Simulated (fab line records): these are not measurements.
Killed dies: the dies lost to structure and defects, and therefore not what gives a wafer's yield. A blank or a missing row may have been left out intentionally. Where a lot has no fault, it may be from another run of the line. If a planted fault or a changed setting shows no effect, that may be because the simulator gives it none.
fab line records	flow sky130
[record] lots = 14	wafers = 42	lastDay = 50
route steps=708 shown POLY_GATE@231 POLY_CUT@314 LI_CONTACT@364
lots that met no fault: from a run of the same line without faults
startH: start of the lot's first displayed wafer, in hours after the record's first day	waitH: hours from the lot's prior step to this one	" unchanged from the row above	L1.1+2: a row that stands for several wafers	- value missing, or start not given	* or withheld: withheld	< > ~ a bound
route shown NAME@n: names a module that has steps shown in the file, with the first one's number in the route	usual: average and standard deviation across the fault-free wafers	same: alike in all rows	chamber/n: place in a boat	sites: each site's reading	_std_site: the values' standard deviation	_edge_site: inner sites' mean taken away from outer sites' mean	radiusMm: for every site, how far away it sits from the centre of the wafer	mask NAME#n: copy n	behind: tool/chamber where the wafer was last shaped	hold: the reason the lot was held/the length of the hold in hours/how it ended	device: names the non-switching transistor (n, p or np)	end of line: the tests these same wafers got at the end of their route	a step given without rows: its recipe and nothing more	killed: the dies lost at the first sort to structure and to defects; this is not the yield of the wafer	map: dies across one wafer; x = killed, . = not, _ = none there
set.NAME: the run value of the setting; set.NAME@STEP: its run value at that earlier step	model.NAME: the simulator's own value behind a step, which no gauge read
a sample of lots followed through the steps of the route, with each step as a table and each wafer as a row
services: from which hour (startH, from the record's first day; less than 0 if before it) a tool's chamber was out of use, for how many hours, and why
[[steps]]
[step SKY_POLY_GATE_ETCH_17]
[recipe] targetDepthNm = 180	stopOn = SiO2	overEtchFrac = 0.56667	chemistry = HBr/Cl2	target = poly-Si	icpW = 400	biasW = 100	pressureMtorr = 10	HBr_flow_sccm = 150	Cl2_flow_sccm = 50	timeS = 70.5
[usual] chamberPressureMTorr = 9.999/0.013	drypumpMotorCurrentA = 5.6/0.39	oesProductAu = 0.984/0.01	throttleValvePct = 33.685/0.0092
lot.wafer	tool	chamber	startH	waitH	chamberPressureMTorr	drypumpMotorCurrentA	oesProductAu	rfHoursCounterH	throttleValvePct
L733.1	rieSi-01	1	393.72	0.0	10.016	5.3	0.986	12	33.682
L733.2	"	3	"	"	9.976	5.8	0.989	3	33.693
L733.4	"	2	"	"	9.995	5.6	0.985	2	33.688
L734.2	rieSi-01	1	409.77	0.0	9.981	5.3	0.998	12	33.698
L734.3	"	2	"	"	10.007	5.7	0.985	2	33.695
L734.4	"	3	"	"	10.012	5.8	0.999	3	33.696
L735.2	rieSi-01	3	422.27	0.0	10.003	5.8	0.994	3	33.692
L735.3	"	2	"	"	9.990	5.6	0.982	2	33.693
L735.6	"	2	"	"	10.010	5.7	0.984	-	33.684
L736.1	rieSi-01	3	426.70	0.0	10.010	5.8	1.004	3	33.690
L736.4	"	0	"	"	10.010	6.7	0.997	1	33.689
L736.5	"	2	"	"	9.988	5.7	0.981	-	33.684
L738.1	rieSi-02	1	433.27	0.0	10.011	5.4	0.964	0	33.675
L738.3	"	3	"	"	10.012	5.5	0.993	1	33.667
L738.4	"	0	"	"	10.015	5.4	0.970	61	33.677
L737.2	rieSi-01	1	434.22	0.0	9.987	5.3	0.986	12	33.689
L737.4	"	0	"	"	9.990	6.7	0.992	1	33.699
L737.6	"	1	"	"	10.007	5.3	0.988	-	33.701
L739.1	rieSi-02	3	451.67	0.0	10.010	5.5	0.991	1	33.672
L739.3	"	0	"	"	10.010	5.4	0.976	61	33.683
L739.4	"	2	"	"	10.015	5.4	0.992	23	33.689
L742.3	rieSi-02	3	481.87	0.0	9.991	5.5	0.985	1	33.691
L742.5	"	3	"	"	10.008	5.5	0.993	-	33.674
L742.6	"	1	"	"	9.993	5.4	0.968	-	33.688
L749.1	rieSi-01	2	533.07	0.0	10.001	5.7	0.989	3	33.687
L749.4	"	1	"	"	10.007	5.2	0.975	13	33.686
L749.6	"	2	"	"	9.982	5.7	0.979	-	33.678
L750.2	rieSi-02	3	538.52	0.0	10.004	5.5	1.000	1	33.692
L750.4	"	2	"	"	10.009	5.4	0.988	24	33.690
L750.5	"	0	"	"	10.004	5.3	0.974	-	33.691
L751.2	rieSi-01	1	550.35	0.0	9.983	5.2	0.983	13	33.681
L751.5	"	3	"	"	9.993	5.9	0.980	-	33.685
L751.6	"	0	"	"	9.996	6.7	0.983	-	33.685
L752.2	rieSi-02	1	556.72	0.0	10.007	5.4	0.961	1	33.680
L752.4	"	2	"	"	9.991	5.4	0.980	-	33.687
L752.5	"	1	"	"	9.994	5.4	0.971	-	33.669
L753.3	rieSi-01	1	562.82	0.0	10.022	5.3	0.990	13	33.672
L753.4	"	3	"	"	10.009	5.8	0.988	4	33.695
L753.5	"	2	"	"	10.005	5.6	0.980	-	33.685
L754.1	rieSi-02	2	567.47	0.0	10.000	5.4	0.981	24	33.686
L754.4	"	1	"	"	9.996	5.4	0.973	-	33.691
L754.6	"	2	"	"	9.987	5.4	0.992	-	33.692
[step SKY_POLY_GATE_CD_MEAS_22]
[usual] cdNm = 148.5/3
lot.wafer	tool	chamber	startH	waitH	cdNm
L733.1	cdSem-01	-	397.25	0.1	147.2
L733.2	"	-	"	"	148.4
L733.4	"	-	"	"	149.8
L734.2	cdSem-01	-	411.31	0.1	145.0
L734.3	"	-	"	"	155.1
L734.4	"	-	"	"	149.7
L735.2	cdSem-01	-	426.72	0.1	152.6
L735.3	"	-	"	"	146.8
L735.6	"	-	"	"	149.1
L736.1	cdSem-01	-	430.86	0.1	148.3
L736.4	"	-	"	"	146.4
L736.5	"	-	"	"	152.9
L738.1	cdSem-02	-	438.06	0.1	148.2
L738.3	"	-	"	"	149.8
L738.4	"	-	"	"	148.2
L737.2	cdSem-01	-	438.09	0.1	144.1
L737.4	"	-	"	"	144.9
L737.6	"	-	"	"	144.1
L739.1	cdSem-02	-	453.75	0.1	147.1
L739.3	"	-	"	"	145.0
L739.4	"	-	"	"	146.7
L742.3	cdSem-01	-	483.88	0.1	146.6
L742.5	"	-	"	"	146.0
L742.6	"	-	"	"	149.9
L749.1	cdSem-02	-	534.58	0.1	149.1
L749.4	"	-	"	"	153.5
L749.6	"	-	"	"	151.4
L750.2	cdSem-02	-	540.06	0.1	145.2
L750.4	"	-	"	"	145.6
L750.5	"	-	"	"	144.4
L751.2	cdSem-01	-	552.34	0.1	151.5
L751.5	"	-	"	"	153.0
L751.6	"	-	"	"	147.9
L752.2	cdSem-01	-	558.26	0.1	152.6
L752.4	"	-	"	"	150.5
L752.5	"	-	"	"	152.1
L753.3	cdSem-01	-	565.50	0.1	146.3
L753.4	"	-	"	"	151.5
L753.5	"	-	"	"	151.6
L754.1	cdSem-01	-	568.98	0.1	148.5
L754.4	"	-	"	"	150.3
L754.6	"	-	"	"	146.4
[step SKY_POLY_CUT_DEVELOP_07]
[recipe] developTimeS = 60	resist = KrF-thick	devTempC = 21
[usual] chillPlateTempC = 23.01/0.095	developTimeS = 60/0
lot.wafer	tool	chamber	startH	waitH	chillPlateTempC	developTimeS
L733.1	lithoTrack-02	0	591	-	23.16	60
L733.2	"	0	"	"	22.99	60
L733.4	"	0	"	"	23.20	60
L734.2	lithoTrack-01	0	593	-	22.86	60
L734.3	"	0	"	"	22.94	60
L734.4	"	0	"	"	22.92	60
L735.2	lithoTrack-02	0	608	-	22.94	60
L735.3	"	0	"	"	22.98	60
L735.6	"	0	"	"	22.87	60
L736.1	lithoTrack-04	0	612	-	22.99	60
L736.4	"	0	"	"	23.07	60
L736.5	"	0	"	"	22.94	60
L738.1	lithoTrack-02	0	621	-	23.06	60
L738.3	"	0	"	"	23.09	60
L738.4	"	0	"	"	23.14	60
L737.2	lithoTrack-01	0	622	-	22.98	60
L737.4	"	0	"	"	23.14	60
L737.6	"	0	"	"	23.13	60
L739.1	lithoTrack-02	0	637	-	23.15	60
L739.3	"	0	"	"	22.93	60
L739.4	"	0	"	"	23.02	60
L742.3	lithoTrack-04	0	663	-	22.95	60
L742.5	"	0	664	-	23.08	60
L742.6	"	0	"	"	23.06	60
L749.1	lithoTrack-04	-	714	-	-	-
L749.4	"	-	"	"	-	-
L749.6	"	-	"	"	-	-
L750.2	lithoTrack-02	-	716	-	-	-
L750.4	"	-	"	"	-	-
L750.5	"	-	"	"	-	-
L752.2	lithoTrack-04	0	732	-	23.08	60
L752.4	"	0	"	"	23.03	60
L752.5	"	0	"	"	23.11	60
L751.2	lithoTrack-02	0	733	-	23.02	60
L751.5	"	0	"	"	23.08	60
L751.6	"	0	"	"	23.07	60
L753.3	lithoTrack-02	0	739	-	23.03	60
L753.4	"	0	"	"	23.01	60
L753.5	"	0	"	"	22.97	60
L754.1	lithoTrack-01	0	741	-	22.86	60
L754.4	"	0	"	"	22.95	60
L754.6	"	0	"	"	22.87	60
[step SKY_LI_CONTACT_CMP_02]
[recipe] material = PSG	downForcePsi = 4	platenRpm = 60	padVelocityMS = 0.94248
[usual] motorCurrentA = 12.1/0.72	retainingRingPressureFrac = 1.000/0.0055	slurryFilterDpKPa = 13.50/0.13	slurryFlowMlMin = 150.0/0.47	timeToEndpointS = 33/3.4
lot.wafer	tool	chamber	startH	waitH	motorCurrentA	retainingRingPressureFrac	slurryFilterDpKPa	slurryFlowMlMin	timeToEndpointS
L733.4	cmp-01	2	680.08	0.1	11.5	1.006	13.49	149.3	36
L733.1	"	3	"	"	12.3	1.007	13.42	149.3	40
L733.2	"	0	"	"	13.3	0.997	13.57	150.6	37
L734.4	cmp-02	0	682.11	0.0	12.9	0.998	13.63	149.5	33
L734.2	"	2	"	"	11.6	1.000	13.47	150.5	34
L734.3	"	3	"	"	11.2	1.003	13.36	150.0	28
L735.2	cmp-01	0	696.79	0.0	12.8	0.992	13.64	150.2	36
L735.3	"	3	"	"	12.5	1.001	13.36	149.8	34
L735.6	"	1	"	"	12.5	1.002	13.53	150.0	28
L736.1	cmp-01	2	704.04	0.1	11.6	1.002	13.62	150.1	34
L736.4	"	0	"	"	12.2	1.007	13.51	150.3	35
L736.5	"	2	"	"	11.5	1.002	13.50	150.2	32
L738.4	cmp-01	3	708.25	0.0	11.7	1.006	13.41	150.7	36
L738.1	"	1	"	"	12.2	0.999	13.49	149.6	32
L738.3	"	2	"	"	11.5	0.998	13.29	150.0	37
L737.4	cmp-01	2	709.63	0.2	11.5	0.993	13.65	150.9	37
L737.2	"	3	"	"	12.3	0.991	13.09	150.6	37
L737.6	"	2	"	"	11.3	0.993	13.54	149.9	37
L739.3	cmp-01	2	724.80	0.0	11.9	0.994	13.39	149.4	37
L739.1	"	0	"	"	12.2	1.004	13.27	150.1	34
L739.4	"	1	"	"	12.2	1.009	13.71	150.0	30
L742.3	cmp-01	2	749.56	0.1	11.6	1.002	13.44	150.4	35
L742.6	"	0	"	"	12.7	1.005	13.60	150.3	32
L742.5	"	1	"	"	12.4	1.001	13.61	149.5	31
L752.4	cmp-01	1	816.71	0.1	12.3	0.995	13.63	150.3	32
L752.2	"	2	"	"	11.5	0.999	13.28	150.9	35
L752.5	"	0	"	"	12.9	0.995	13.56	150.5	36
L751.2	cmp-02	2	817.50	0.1	11.9	0.994	13.65	149.4	30
L751.5	"	0	"	"	12.5	0.992	13.53	149.0	33
L751.6	"	1	"	"	11.0	1.003	13.69	150.3	27
L753.4	cmp-02	1	821.34	0.0	11.1	1.002	13.66	149.9	29
L753.3	"	2	"	"	11.8	1.005	13.50	149.4	33
L753.5	"	2	"	"	12.0	1.007	13.63	150.0	33
L754.1	cmp-01	0	823.81	0.1	12.8	1.005	13.61	149.4	34
L754.4	"	2	"	"	11.9	0.997	13.61	149.7	36
L754.6	"	0	"	"	12.3	1.006	13.41	149.6	36
[[services]]
tool	chamber	startH	hours	kind
cmp-02	-	402.33	4.4	repair
rieSi-02	0	402.86	11.5	repair
cmp-01	-	404.21	4.0	pm
cmp-02	-	411.61	2.4	repair
rieSi-02	2	414.79	1.2	repair
rieSi-02	-	414.93	14.6	pm
rieSi-02	-	445.91	0.3	repair
cmp-01	-	456.87	30.2	repair
cmp-02	-	464.80	2.7	repair
cmp-02	-	502.67	3.3	pm
rieSi-02	0	518.39	7.7	repair
cmp-01	-	525.06	1.9	repair
rieSi-02	3	552.29	37.5	repair
cmp-01	-	568.25	0.6	repair
cmp-01	-	598.96	1.3	repair
rieSi-02	2	622.64	5.7	repair
cmp-01	-	667.93	1.5	repair
cmp-01	-	697.33	4.0	pm
rieSi-02	1	698.07	1.8	repair
cmp-01	-	726.31	0.8	repair
rieSi-02	0	740.89	7.6	repair
cmp-01	-	744.21	4.0	pm
cmp-01	-	808.03	2.9	repair
rieSi-02	1	815.83	8.6	repair
[[key]]
[firstSign] step = SKY_POLY_CUT_DEVELOP_07	reading = toolRecord	direction = missing
effect none on later readings
metAt SKY_POLY_CUT_DEVELOP_07
struckLots L749,L750
laterRowsLeftOut L749.1,L749.4,L749.6,L750.2,L750.4,L750.5
sortLeftOut L749.1,L749.4,L749.6,L750.2,L750.4,L750.5
testerLeftOut L749,L750
notActingAt SKY_POLY_GATE_ETCH_17,SKY_POLY_GATE_CD_MEAS_22,SKY_LI_CONTACT_CMP_02
onsetBetween 663 714
[fault] kind = skippedStepWhole	tool = lithoTrack-02,lithoTrack-04	chamber = -	onsetH = 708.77	steps = SKY_POLY_CUT_DEVELOP_07	scope = struckLotsOnly
// testerLeftOut: of these lots the tester's yield and bins aren't shown, on N5 and GAA mostly nor the transistor test; their killed dies are dies lost to structure and defects alone, not to doping, threshold or leakage, so they don't give the yield
// sortLeftOut: the simulated sort isn't trusted on such a fault, so these wafers' sort isn't shown, and their yield isn't known
// laterRowsLeftOut: the simulator's readings of these wafers behind a module that went badly wrong aren't trusted and aren't shown, but for the sort
